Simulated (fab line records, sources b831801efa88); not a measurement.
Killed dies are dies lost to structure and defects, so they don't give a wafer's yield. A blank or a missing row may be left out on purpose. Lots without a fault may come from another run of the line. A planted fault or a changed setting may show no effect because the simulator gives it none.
fab line records | flow sky130
record lots=6 wafers=18 last_day=51
route steps=708 shown METAL3@572 VIA3@573 PAD_OPEN@708
lots that met no fault: from a run of the same line without faults
start_h: hours from the record's first day to the start of the lot's first wafer shown | wait_h: hours since the lot's step before | " the same as in the row above | L1.1+2: a row that stands for several wafers | - no value, or no start given | * or withheld: withheld | < > ~ a bound
route shown NAME@n: a module of which the file shows steps, and the number in the route of the first | usual: mean/standard deviation of fault-free wafers | same: alike in all rows | chamber/n: place in a boat | sites: the reading at each site | _std_site: their standard deviation | _edge_site: outer sites' mean less inner sites' | radius_mm: how far each site lies from the wafer's centre | mask NAME#n: copy n | behind: the tool/chamber that last shaped the wafer | hold: why the lot was held/for how many hours/how that ended | device: the transistor (n, p or np) that didn't switch | end of line: the same wafers' tests at the end of the route | a step without rows: its recipe alone | killed: dies lost to structure and defects at the first sort, not the wafer's yield | map: a wafer's dies, x killed, . not, _ none there
set.NAME: the setting as run; set.NAME@STEP: as run at that earlier step | model.NAME: the simulator's own value behind a step, which no gauge read
lots at some steps of the route; a table a step, a row a wafer
services: from which hour (start_h, from the record's first day; less than 0 if before it) a tool's chamber was out of use, for how many hours, and why
## steps
# step SKY_METAL3_CLEAN_22
# recipe chemistry=O3/DIW dry=n2_spin
# step SKY_VIA3_HDPCVD_00
# recipe material=SiO2 target_thk_nm=1635 sigma_open_frac=0.3 time_s=272.5 temp_c=400 sih4_flow_sccm=60 pressure_mtorr=6
# step SKY_VIA3_THK_MEAS_01
# recipe reads=SiO2_of_VIA3_HDPCVD_00
# usual VIA3_HDPCVD_THK=1642/17
# columns lot.wafer tool chamber start_h wait_h VIA3_HDPCVD_THK[nm]
L801.3 film_metro-01 - 950.21 0.1 1645
L801.4 " - " " 1628
L801.5 " - " " 1648
L811.3 film_metro-01 - 1014.98 0.1 1649
L811.4 " - " " 1649
L811.6 " - " " 1665
L812.1 film_metro-01 - 1025.53 0.1 1653
L812.2 " - " " 1661
L812.4 " - " " 1640
L814.1 film_metro-03 - 1041.85 0.1 1638
L814.3 " - " " 1649
L814.6 " - " " 1657
L815.3 film_metro-01 - 1047.40 0.1 1662
L815.4 " - " " 1654
L815.6 " - " " 1646
L820.1 film_metro-03 - 1069.64 0.1 1653
L820.2 " - " " 1646
L820.4 " - " " 1673
# step SKY_VIA3_CMP_02
# recipe material=SiO2 down_force_psi=4 platen_rpm=60 pad_velocity_m_s=0.94248
# usual motor_current_A=12.2/1.5
# columns lot.wafer tool chamber start_h wait_h motor_current_A
L801.3 cmp-02 1 950.30 0.1 12.8
L801.4 " 2 " " 12.5
L801.5 " 1 " " 12.6
L811.4 cmp-01 1 1015.02 0.0 12.8
L811.3 " 0 " " 11.5
L811.6 " 1 " " 13.1
L812.1 cmp-02 1 1025.59 0.1 12.6
L812.2 " 3 " " 15.1
L812.4 " 0 " " 9.0
L814.3 cmp-01 2 1041.96 0.1 12.4
L814.1 " 3 " " 12.7
L814.6 " 1 " " 12.5
L815.4 cmp-02 1 1047.44 0.0 12.9
L815.3 " 2 " " 11.9
L815.6 " 2 " " 12.3
L820.2 cmp-02 2 1069.70 0.0 12.0
L820.4 " 3 " " 15.0
L820.1 " 0 " " 9.4
# step SKY_VIA3_BOW_MEAS_03
# recipe mode=bow
# usual VIA3_BOW=82/8
# columns lot.wafer tool chamber start_h wait_h VIA3_BOW[um]
L801.3 film_metro-03 - 950.59 0.2 90
L801.4 " - " " 89
L801.5 " - " " 75
L811.3 film_metro-01 - 1015.36 0.1 82
L811.4 " - " " 82
L811.6 " - " " 78
L812.1 film_metro-04 - 1025.89 0.2 76
L812.2 " - " " 69
L812.4 " - " " 80
L814.1 film_metro-01 - 1042.21 0.1 65
L814.3 " - " " 77
L814.6 " - " " 86
L815.3 film_metro-04 - 1047.78 0.2 77
L815.4 " - " " 77
L815.6 " - " " 75
L820.1 film_metro-04 - 1070.00 0.1 76
L820.2 " - " " 86
L820.4 " - " " 84
# step SKY_VIA3_DEHYDRATE_04
# recipe temp_c=200 time_s=60
# step SKY_VIA3_HMDS_05
# recipe prime_time_s=60 prime_temp_c=120
# step SKY_VIA3_COAT_06
# recipe resist=BARC temp_c=withheld time_s=withheld spin_rpm=3000 resist_thk_nm=60
# step SKY_VIA3_COAT_07
# recipe resist=KrF-thick spin_rpm=3000 resist_thk_nm=450
# step SKY_VIA3_SOFTBAKE_08
# recipe temp_c=100 time_s=85.78 resist=KrF-thick
# step SKY_VIA3_EXPOSE_09
# recipe mask_id=VIM3 na=0.8 source_shape=annular sigma_inner=0.55 sigma_outer=0.85 target_cd_nm=200 dose_mj=38
# step SKY_VIA3_PEB_10
# recipe peb_temp_c=withheld peb_time_s=withheld resist=KrF-thick
# step SKY_VIA3_DEVELOP_11
# recipe develop_time_s=60 resist=KrF-thick dev_temp_c=21
# usual chill_plate_temp_C=23.00/0.1 developer_temp_C=20.98/0.1
# columns lot.wafer tool chamber start_h wait_h chill_plate_temp_C developer_temp_C
L801.3 litho_track-04 0 975 - 22.89 20.99
L801.4 " 0 " " 22.88 20.98
L801.5 " 0 " " 22.77 20.91
L811.3 litho_track-03 0 1039 - 22.93 20.97
L811.4 " 0 " " 23.08 20.95
L811.6 " 0 " " 23.03 20.95
L812.1 litho_track-03 0 1048 - 23.03 20.29
L812.2 " 0 " " 23.00 20.30
L812.4 " 0 " " 22.93 20.40
L814.1 litho_track-03 0 1064 - 23.12 20.13
L814.3 " 0 " " 23.25 20.06
L814.6 " 0 " " 23.10 19.95
L815.3 litho_track-02 0 1070 - 23.23 21.02
L815.4 " 0 " " 23.00 20.98
L815.6 " 0 " " 23.06 21.15
L820.1 litho_track-02 0 1091 - 23.10 20.99
L820.2 " 0 " " 23.06 21.01
L820.4 " 0 " " 23.11 20.87
# step SKY_VIA3_CD_MEAS_12
# recipe target_cd_nm=200
# usual cd_nm=199.9/1.6
# columns lot.wafer tool chamber start_h wait_h cd_nm
L801.3 cd_sem-02 - 975.89 - 199.2
L801.4 " - " " 199.9
L801.5 " - " " 199.1
L811.3 cd_sem-01 - 1039.61 - 201.8
L811.4 " - " " 200.9
L811.6 " - " " 201.2
L812.1 cd_sem-01 - 1048.97 - 198.8
L812.2 " - " " 198.4
L812.4 " - " " 199.7
L814.1 cd_sem-02 - 1064.57 - 199.1
L814.3 " - " " 197.4
L814.6 " - " " 198.5
L815.3 cd_sem-01 - 1070.66 - 198.7
L815.4 " - " " 198.0
L815.6 " - " " 198.2
L820.1 cd_sem-01 - 1091.37 - 202.7
L820.2 " - " " 202.4
L820.4 " - " " 202.6
# step SKY_PAD_OPEN_PROBE_99
# usual defect_limited_yield=82.8/2.1 killed_at_M0_to_M3=43/7.3 killed_at_M4_up=3.4/2.1 killed_at_contacts=24/5.9 killed_at_front_end=14/4 killed_at_other=0.3/0.54 killed_dies=85/10 killed_open=46/7.7 killed_short=38/6 sort_bin_3_pad_short=0.8/0.48 sort_bin_5_function=10.2/1.7 sort_bin_6_memory=6.2/1.1 sort_n_pass=407/10 sort_yield_pct=82.8/2.1
# same gross_dies=492 killed_at_back_side=0 sort_bin_4_leakage[%]=0 sort_bin_8_speed[%]=0
# columns lot.wafer tool chamber start_h wait_h defect_limited_yield[%] killed_at_M0_to_M3 killed_at_M4_up killed_at_contacts killed_at_front_end killed_at_other killed_dies killed_open killed_short sort_bin_3_pad_short[%] sort_bin_5_function[%] sort_bin_6_memory[%] sort_n_pass sort_yield_pct[%]
L801.3 prober-01 - 1119.84 0.2 78.5 45 4 30 27 0 106 56 50 0.4 13.4 7.7 386 78.5
L801.4 prober-01 - 1119.89 0.2 80.9 41 5 30 17 1 94 48 46 0.4 12.6 6.1 398 80.9
L801.5 prober-01 - 1119.94 0.2 80.1 51 5 29 13 0 98 55 43 0.4 12.4 7.1 394 80.1
L811.3 prober-01 - 1171.69 0.2 84.6 30 5 25 16 0 76 41 35 1.2 7.3 6.9 416 84.6
L811.4 prober-01 - 1171.74 0.2 84.1 43 7 18 10 0 78 42 36 0.8 8.7 6.3 414 84.1
L811.6 prober-01 - 1171.84 0.2 84.1 41 3 23 11 0 78 44 34 0.8 10.8 4.3 414 84.1
L812.1 prober-02 - 1178.82 0.1 83.9 37 3 28 11 0 79 47 32 1.0 10.0 5.1 413 83.9
L812.2 prober-02 - 1178.87 0.1 82.5 46 3 21 16 0 86 54 31 0.6 10.4 6.5 406 82.5
L812.4 prober-02 - 1178.97 0.2 85.0 38 3 13 19 1 74 40 33 1.0 9.1 4.9 418 85.0
L814.1 prober-02 - 1192.42 0.1 81.5 47 6 22 15 1 91 50 41 0.4 11.0 7.1 401 81.5
L814.3 prober-02 - 1192.52 0.2 82.7 51 4 19 10 1 85 39 46 1.8 8.9 6.5 407 82.7
L814.6 prober-02 - 1192.67 0.2 83.9 36 1 23 18 1 79 42 35 0.4 9.6 6.1 413 83.9
L815.3 prober-01 - 1196.75 0.2 79.5 55 4 29 12 1 101 50 50 0.8 13.2 6.5 391 79.5
L815.4 prober-01 - 1196.80 0.2 85.0 35 2 25 12 0 74 46 28 0 9.1 5.9 418 85.0
L815.6 prober-01 - 1196.90 0.2 81.3 43 5 24 19 1 92 49 43 2.2 8.9 7.5 400 81.3
L820.1 prober-02 - 1213.63 0.1 84.1 42 5 16 14 1 78 41 37 1.2 8.9 5.7 414 84.1
L820.2 prober-02 - 1213.68 0.1 85.4 32 5 18 16 1 72 38 33 1.4 7.3 5.9 420 85.4
L820.4 prober-02 - 1213.78 0.2 80.7 55 1 18 21 0 95 46 49 2.4 10.0 6.9 397 80.7
# killed by level:class
L801.3 CONTACT:geometric_particle:open=13 POLY_GATE:geometric_particle:open=8 VIA3:geometric_particle:open=8 LOCAL_INTERCONNECT:geometric_particle:short=7 METAL1:geometric_particle:short=6 VIA1:geometric_particle:open=6 VIA2:geometric_particle:open=6 METAL3:geometric_particle:short=5
L801.4 CONTACT:geometric_particle:open=13 VIA1:geometric_particle:open=9 LI_CONTACT:geometric_particle:open=7 CONTACT:geometric_particle:short=7 VIA3:geometric_particle:open=7 METAL1:geometric_particle:short=5 FIELD_ISO:geometric_particle:short=4 VIA1:geometric_particle:short=4
L801.5 VIA1:geometric_particle:open=13 CONTACT:geometric_particle:open=11 LI_CONTACT:geometric_particle:open=8 VIA2:geometric_particle:open=8 METAL1:geometric_particle:short=7 VIA3:geometric_particle:open=6 VIA1:geometric_particle:short=5 METAL2:geometric_particle:short=5
L811.3 CONTACT:geometric_particle:open=10 VIA1:geometric_particle:open=7 LI_CONTACT:geometric_particle:open=6 METAL2:geometric_particle:short=5 VIA3:geometric_particle:open=5 POLY_GATE:geometric_particle:short=4 VIA2:geometric_particle:short=4 METAL4:geometric_particle:short=4
L811.4 VIA1:geometric_particle:open=12 CONTACT:geometric_particle:open=10 METAL2:geometric_particle:short=10 VIA2:geometric_particle:open=6 METAL4:geometric_particle:short=5 METAL1:geometric_particle:short=4 CONTACT:geometric_particle:short=4 VIA3:geometric_particle:open=4
L811.6 VIA1:geometric_particle:open=13 CONTACT:geometric_particle:open=10 VIA2:geometric_particle:open=6 FIELD_ISO:geometric_particle:short=5 METAL1:geometric_particle:short=5 VIA3:geometric_particle:open=5 LI_CONTACT:geometric_particle:open=4 LOCAL_INTERCONNECT:geometric_particle:short=4
L812.1 CONTACT:geometric_particle:open=14 VIA1:geometric_particle:open=10 LI_CONTACT:geometric_particle:open=7 VIA2:geometric_particle:short=6 VIA1:geometric_particle:short=5 VIA3:geometric_particle:open=4 POLY_GATE:geometric_particle:short=3 POLY_GATE:geometric_particle:open=3
L812.2 VIA1:geometric_particle:open=16 CONTACT:geometric_particle:open=8 LI_CONTACT:geometric_particle:open=7 POLY_GATE:geometric_particle:short=6 VIA1:geometric_particle:short=6 VIA3:geometric_particle:open=6 VIA2:geometric_particle:open=5 POLY_GATE:geometric_particle:open=4
L812.4 VIA1:geometric_particle:open=10 POLY_GATE:geometric_particle:open=7 VIA3:geometric_particle:open=7 FIELD_ISO:geometric_particle:short=5 LI_CONTACT:geometric_particle:open=5 POLY_GATE:geometric_particle:short=4 LOCAL_INTERCONNECT:geometric_particle:short=4 METAL1:geometric_particle:short=4
L814.1 VIA1:geometric_particle:open=11 CONTACT:geometric_particle:open=10 VIA2:geometric_particle:open=8 VIA3:geometric_particle:open=8 FIELD_ISO:geometric_particle:short=5 LOCAL_INTERCONNECT:geometric_particle:short=5 METAL1:geometric_particle:short=5 METAL2:geometric_particle:short=5
L814.3 VIA3:geometric_particle:open=9 CONTACT:geometric_particle:open=8 VIA2:geometric_particle:open=7 METAL2:geometric_particle:short=6 CONTACT:geometric_particle:short=6 METAL1:geometric_particle:short=5 VIA1:geometric_particle:open=5 VIA3:geometric_particle:short=5
L814.6 CONTACT:geometric_particle:open=11 VIA1:geometric_particle:open=11 FIELD_ISO:geometric_particle:short=7 VIA3:geometric_particle:open=6 LI_CONTACT:geometric_particle:open=6 METAL2:geometric_particle:short=4 FIELD_ISO:geometric_particle:open=3 POLY_GATE:geometric_particle:open=3
L815.3 LI_CONTACT:geometric_particle:open=10 CONTACT:geometric_particle:open=9 VIA2:geometric_particle:open=9 METAL2:geometric_particle:short=8 CONTACT:geometric_particle:short=7 VIA3:geometric_particle:short=6 METAL1:geometric_particle:short=5 VIA1:geometric_particle:open=5
L815.4 CONTACT:geometric_particle:open=14 VIA1:geometric_particle:open=8 VIA2:geometric_particle:open=6 POLY_GATE:geometric_particle:open=4 CONTACT:geometric_particle:short=4 METAL2:geometric_particle:short=4 VIA3:geometric_particle:open=4 POLY_GATE:geometric_particle:short=3
L815.6 LI_CONTACT:geometric_particle:open=11 VIA1:geometric_particle:open=7 VIA1:geometric_particle:short=6 VIA2:geometric_particle:short=6 POLY_GATE:geometric_particle:short=5 CONTACT:geometric_particle:open=5 METAL1:geometric_particle:short=5 VIA3:geometric_particle:open=5
L820.1 METAL2:geometric_particle:short=8 VIA3:geometric_particle:open=8 CONTACT:geometric_particle:open=7 POLY_GATE:geometric_particle:open=6 VIA1:geometric_particle:open=6 VIA1:geometric_particle:short=5 METAL1:geometric_particle:short=5 LOCAL_INTERCONNECT:geometric_particle:short=4
L820.2 VIA2:geometric_particle:open=7 FIELD_ISO:geometric_particle:open=6 METAL2:geometric_particle:short=6 LI_CONTACT:geometric_particle:open=5 VIA1:geometric_particle:open=5 VIA3:geometric_particle:open=5 POLY_GATE:geometric_particle:open=4 LI_CONTACT:geometric_particle:short=4
L820.4 VIA1:geometric_particle:open=9 METAL1:geometric_particle:short=8 FIELD_ISO:geometric_particle:short=8 VIA3:geometric_particle:open=8 METAL2:geometric_particle:short=7 VIA2:geometric_particle:open=7 CONTACT:geometric_particle:open=6 FIELD_ISO:geometric_particle:open=5
## services
# columns tool chamber start_h hours kind
cmp-01 - 930.00 1.3 repair
cmp-01 - 949.49 3.7 repair
cmp-02 - 966.63 0.8 repair
cmp-01 - 980.13 2.3 repair
cmp-02 - 996.82 0.4 repair
cmp-02 - 997.22 6.5 pm
cmp-01 - 1047.07 0.5 repair
cmp-01 - 1063.15 8.4 pm
litho_track-04 - 1078.23 - consumable_replace:filter
cmp-02 - 1084.00 4.0 pm
cmp-02 - 1088.00 - consumable_replace:conditioner
cmp-02 - 1088.00 - consumable_replace:pad
cmp-02 - 1089.97 0.2 repair
cmp-02 - 1091.01 1.2 repair
## key
first_sign step=SKY_VIA3_DEVELOP_11 reading=developer_temp_C direction=down sigmas=7.9 usual=* struck=*
effect none on later readings
met_at SKY_VIA3_DEVELOP_11
struck_wafers L812.1,L812.2,L812.4,L814.1,L814.3,L814.6
loop_trim step=SKY_VIA3_EXPOSE_09 setting=dose lots=L814
onset_between 1039 1048
fault kind=process_parameter_drift tool=litho_track-03 chamber=- onset_h=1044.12 steps=SKY_VIA3_DEVELOP_11 channel=dev_temp_c offset=* shape=step end_h=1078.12 acts_in=* stated=*
# loop_trim: a control loop set the setting to another value than it would have without faults
